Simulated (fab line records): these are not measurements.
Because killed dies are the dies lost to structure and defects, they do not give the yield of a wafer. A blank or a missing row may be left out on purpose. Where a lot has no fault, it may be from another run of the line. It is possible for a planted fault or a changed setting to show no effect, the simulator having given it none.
Which tool did it? :: flow sky130 :: Sampling: 12 lots, 36 wafers, 4 of 708 route steps

WHAT THE GAUGES READ, wafer by wafer
SKY_VT_ADJUST_NCORE_OVL_MEAS_08. Usual: VT_ADJUST_NCORE_OVL -0.8 nm, standard deviation 1.3.
lot: L497
measured: day 9 10:25
on: overlay-01
VT_ADJUST_NCORE_OVL (nm): -1.7 -0.3 -1.8
flag: 

lot: L500
measured: day 9 22:23
on: overlay-01
VT_ADJUST_NCORE_OVL (nm): -0.7 2.6 1.2
flag: 

lot: L501
measured: day 10 03:41
on: overlay-02
VT_ADJUST_NCORE_OVL (nm): -0.3 -1.5 -0.6
flag: 

lot: L504
measured: day 11 01:31
on: overlay-02
VT_ADJUST_NCORE_OVL (nm): -0.1 -1.7 0.4
flag: 

lot: L505
measured: day 11 03:20
on: overlay-02
VT_ADJUST_NCORE_OVL (nm): -1.7 -2.8 -0.1
flag: 

lot: L506
measured: day 11 13:09
on: overlay-02
VT_ADJUST_NCORE_OVL (nm): -1.0 -0.6 -1.3
flag: 

lot: L509
measured: day 12 13:07
on: overlay-01
VT_ADJUST_NCORE_OVL (nm): -0.2 -1.1 -1.0
flag: 

lot: L510
measured: day 12 20:21
on: overlay-02
VT_ADJUST_NCORE_OVL (nm): -2.3 -1.9 -1.4
flag: 

lot: L511
measured: day 13 04:32
on: overlay-02
VT_ADJUST_NCORE_OVL (nm): -1.3 -2.2 -1.7
flag: 

lot: L512
measured: day 13 07:50
on: overlay-01
VT_ADJUST_NCORE_OVL (nm): 0.5 -0.4 1.4
flag: 

lot: L516
measured: day 14 09:41
on: overlay-02
VT_ADJUST_NCORE_OVL (nm): 0.2 0.8 0.9
flag: 

lot: L519
measured: day 15 15:07
on: overlay-01
VT_ADJUST_NCORE_OVL (nm): 0.8 0.5 -0.7
flag: 

WHAT TOOL EACH LOT RAN ON (gives the tool, then ch and the chambers of the sampled wafers, and finally the start)
lot: L497
SKY_FIELD_ISO_ETCH_17: rie si-01 ch 0,1, day 2 21:16
SKY_PWDE_IMPLANT_08: implanter-03 ch 0, day 4 13:22
SKY_VT_ADJUST_LVTN_STRIP_20: plasma asher-04 ch 0,1, day 8 13:40

lot: L500
SKY_FIELD_ISO_ETCH_17: rie si-02 ch 0,1,3, day 3 04:52
SKY_PWDE_IMPLANT_08: implanter-03 ch 0, day 4 23:03
SKY_VT_ADJUST_LVTN_STRIP_20: plasma asher-01 ch 0,1, day 9 01:11

lot: L501
SKY_FIELD_ISO_ETCH_17: rie si-01 ch 0,1,2, day 3 07:47
SKY_PWDE_IMPLANT_08: implanter-04 ch 0, day 5 03:13
SKY_VT_ADJUST_LVTN_STRIP_20: plasma asher-02 ch 0,1, day 9 05:48

lot: L504
SKY_FIELD_ISO_ETCH_17: rie si-02 ch 0,2,3, day 4 00:38
SKY_PWDE_IMPLANT_08: implanter-01 ch 0, day 5 19:34
SKY_VT_ADJUST_LVTN_STRIP_20: plasma asher-01 ch 0,1, day 10 03:08

lot: L505
SKY_FIELD_ISO_ETCH_17: rie si-01 ch 1,2,3, day 4 04:13
SKY_PWDE_IMPLANT_08: implanter-01 ch 0, day 5 22:13
SKY_VT_ADJUST_LVTN_STRIP_20: plasma asher-02 ch 0,1, day 10 04:42

lot: L506
SKY_FIELD_ISO_ETCH_17: rie si-02 ch 1,2,3, day 4 11:26
SKY_PWDE_IMPLANT_08: implanter-04 ch 0, day 6 05:48
SKY_VT_ADJUST_LVTN_STRIP_20: plasma asher-01 ch 0,1, day 10 13:50

lot: L509
SKY_FIELD_ISO_ETCH_17: rie si-01 ch 0,1, day 5 01:17
SKY_PWDE_IMPLANT_08: implanter-03 ch 0, day 7 01:08
SKY_VT_ADJUST_LVTN_STRIP_20: plasma asher-02 ch 0,1, day 11 13:02

lot: L510
SKY_FIELD_ISO_ETCH_17: rie si-02 ch 2,3, day 5 04:48
SKY_PWDE_IMPLANT_08: implanter-03 ch 0, day 7 07:40
SKY_VT_ADJUST_LVTN_STRIP_20: plasma asher-01 ch 0,1, day 11 20:55

lot: L511
SKY_FIELD_ISO_ETCH_17: rie si-01 ch 0,1,2, day 5 10:49
SKY_PWDE_IMPLANT_08: implanter-04 ch 0, day 7 12:57
SKY_VT_ADJUST_LVTN_STRIP_20: plasma asher-04 ch 0,1, day 12 03:33

lot: L512
SKY_FIELD_ISO_ETCH_17: rie si-01 ch 2,3, day 5 16:56
SKY_PWDE_IMPLANT_08: implanter-03 ch 0, day 7 16:47
SKY_VT_ADJUST_LVTN_STRIP_20: plasma asher-01 ch 0,1, day 12 07:13

lot: L516
SKY_FIELD_ISO_ETCH_17: rie si-01 ch 1,2, day 6 14:16
SKY_PWDE_IMPLANT_08: implanter-01 ch 0, day 8 12:46
SKY_VT_ADJUST_LVTN_STRIP_20: plasma asher-01 ch 0, day 13 08:14

lot: L519
SKY_FIELD_ISO_ETCH_17: rie si-01 ch 1,2,3, day 7 07:48
SKY_PWDE_IMPLANT_08: implanter-01 ch 0, day 9 13:00
SKY_VT_ADJUST_LVTN_STRIP_20: plasma asher-02 ch 0,1, day 14 12:50
- SKY_FIELD_ISO_ETCH_17: etches Si in HBr/Cl2/O2, target depth 342 nm, time 101.3 s.
- SKY_PWDE_IMPLANT_08
- SKY_VT_ADJUST_LVTN_STRIP_20: strips in O2/N2.

WHAT THE TOOLS THEMSELVES READ (means of the sampled wafers that have a number; where no wafer has one, the mark that the record gives instead)
SKY_FIELD_ISO_ETCH_17. Usual: drypump motor current A 5.8 A, standard deviation 0.33; he backside leak sccm 2.7 sccm, standard deviation 0.4; oes product au 1.000 a.u., standard deviation 0.018; throttle valve pct 25.657 %, standard deviation 0.014.
lot: L497
tool: rie si-01
drypump motor current A (A): 5.8
he backside leak sccm (sccm): 3.2
oes product au (a.u.): 0.981
throttle valve pct (%): 25.672
flag: 

lot: L500
tool: rie si-02
drypump motor current A (A): 5.6
he backside leak sccm (sccm): 2.5
oes product au (a.u.): 1.011
throttle valve pct (%): 25.641
flag: 

lot: L501
tool: rie si-01
drypump motor current A (A): 5.7
he backside leak sccm (sccm): 2.9
oes product au (a.u.): 0.992
throttle valve pct (%): 25.664
flag: 

lot: L504
tool: rie si-02
drypump motor current A (A): 5.9
he backside leak sccm (sccm): 2.7
oes product au (a.u.): 0.997
throttle valve pct (%): 25.661
flag: 

lot: L505
tool: rie si-01
drypump motor current A (A): 5.9
he backside leak sccm (sccm): 2.7
oes product au (a.u.): 0.988
throttle valve pct (%): 25.663
flag: 

lot: L506
tool: rie si-02
drypump motor current A (A): 5.6
he backside leak sccm (sccm): 2.6
oes product au (a.u.): 0.993
throttle valve pct (%): 25.656
flag: 

lot: L509
tool: rie si-01
drypump motor current A (A): 5.6
he backside leak sccm (sccm): 3.0
oes product au (a.u.): 0.998
throttle valve pct (%): 25.664
flag: 

lot: L510
tool: rie si-02
drypump motor current A (A): 5.7
he backside leak sccm (sccm): 2.6
oes product au (a.u.): 0.984
throttle valve pct (%): 25.670
flag: 

lot: L511
tool: rie si-01
drypump motor current A (A): 5.7
he backside leak sccm (sccm): 2.9
oes product au (a.u.): 0.999
throttle valve pct (%): 25.659
flag: 

lot: L512
tool: rie si-01
drypump motor current A (A): 5.8
he backside leak sccm (sccm): 2.6
oes product au (a.u.): 1.001
throttle valve pct (%): 25.657
flag: 

lot: L516
tool: rie si-01
drypump motor current A (A): 5.8
he backside leak sccm (sccm): 2.7
oes product au (a.u.): 0.987
throttle valve pct (%): 25.666
flag: 

lot: L519
tool: rie si-01
drypump motor current A (A): 5.9
he backside leak sccm (sccm): 2.6
oes product au (a.u.): 0.995
throttle valve pct (%): 25.658
flag: 

SKY_PWDE_IMPLANT_08. Usual: 149.99 for beam energy keV, sd 0.049.
lot: L497
tool: implanter-03
beam energy keV: 150.00
flag: 

lot: L500
tool: implanter-03
beam energy keV: 149.99
flag: 

lot: L501
tool: implanter-04
beam energy keV: 149.98
flag: 

lot: L504
tool: implanter-01
beam energy keV: 149.94
flag: 

lot: L505
tool: implanter-01
beam energy keV: 150.04
flag: 

lot: L506
tool: implanter-04
beam energy keV: 150.01
flag: 

lot: L509
tool: implanter-03
beam energy keV: 150.01
flag: 

lot: L510
tool: implanter-03
beam energy keV: 139.49
flag: OFF

lot: L511
tool: implanter-04
beam energy keV: 149.93
flag: 

lot: L512
tool: implanter-03
beam energy keV: 139.46
flag: OFF

lot: L516
tool: implanter-01
beam energy keV: 150.03
flag: 

lot: L519
tool: implanter-01
beam energy keV: 150.03
flag: 

SKY_VT_ADJUST_LVTN_STRIP_20. Usual: drypump motor current A 5.7 A, standard deviation 0.57; oes product au 0.715 a.u., standard deviation 0.0049; strip time to endpoint s 14.19 s, standard deviation 0.043.
lot: L497
tool: plasma asher-04
drypump motor current A (A): 5.9
oes product au (a.u.): 0.715
strip time to endpoint s (s): 14.24
flag: 

lot: L500
tool: plasma asher-01
drypump motor current A (A): 6.3
oes product au (a.u.): 0.715
strip time to endpoint s (s): 14.18
flag: 

lot: L501
tool: plasma asher-02
drypump motor current A (A): 5.1
oes product au (a.u.): 0.718
strip time to endpoint s (s): 14.19
flag: 

lot: L504
tool: plasma asher-01
drypump motor current A (A): 6.3
oes product au (a.u.): 0.718
strip time to endpoint s (s): 14.22
flag: 

lot: L505
tool: plasma asher-02
drypump motor current A (A): 5.3
oes product au (a.u.): 0.718
strip time to endpoint s (s): 14.17
flag: 

lot: L506
tool: plasma asher-01
drypump motor current A (A): 6.2
oes product au (a.u.): 0.714
strip time to endpoint s (s): 14.17
flag: 

lot: L509
tool: plasma asher-02
drypump motor current A (A): 5.3
oes product au (a.u.): 0.712
strip time to endpoint s (s): 14.22
flag: 

lot: L510
tool: plasma asher-01
drypump motor current A (A): 6.3
oes product au (a.u.): 0.718
strip time to endpoint s (s): 14.16
flag: 

lot: L511
tool: plasma asher-04
drypump motor current A (A): 6.0
oes product au (a.u.): 0.715
strip time to endpoint s (s): 14.22
flag: 

lot: L512
tool: plasma asher-01
drypump motor current A (A): 6.2
oes product au (a.u.): 0.715
strip time to endpoint s (s): 14.16
flag: 

lot: L516
tool: plasma asher-01
drypump motor current A (A): 6.6
oes product au (a.u.): 0.714
strip time to endpoint s (s): 14.23
flag: 

lot: L519
tool: plasma asher-02
drypump motor current A (A): 5.3
oes product au (a.u.): 0.719
strip time to endpoint s (s): 14.25
flag: 

THE ANSWER, worked out from the rows above alone
Rule: lot off if the mean of its wafers having a number is beyond 3 standard deviations from the usual mean. Also off: a lot with no number at a reading for which 4 or more lots have one. The other lots that the step has rows for count as sound. After the gauges, taken in route order, come the tools' own readings; for these a lot's mean is taken, as printed above. The first step at which some lot is off is used, and at that step the reading that is off furthest; a lot without a number counts as furthest.
Off: L510, L512, at SKY_PWDE_IMPLANT_08 (beam energy keV).
A tool fits if, at that step or a process step before it, it ran every lot that is off, and no sound lot after the first of them. One fits: implanter-03 at SKY_PWDE_IMPLANT_08. A fault onset in the window from L509 (day 7 01:08, its last sound lot) to L510 (day 7 07:40, its first lot off) fits.
The tool's own readings at SKY_PWDE_IMPLANT_08 bear it out: on the lots that are off they differ by more than 5 times the standard deviation of the sound lots' means. beam energy keV reads 139.48 there against 150.00 on the sound lots.

WHAT THE SIMULATOR HAD PUT IN
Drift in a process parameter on implanter-03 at SKY_PWDE_IMPLANT_08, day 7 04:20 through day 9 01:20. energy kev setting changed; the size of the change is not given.
Shown lots that were struck: L510, L512. The rule above reached the same finding.
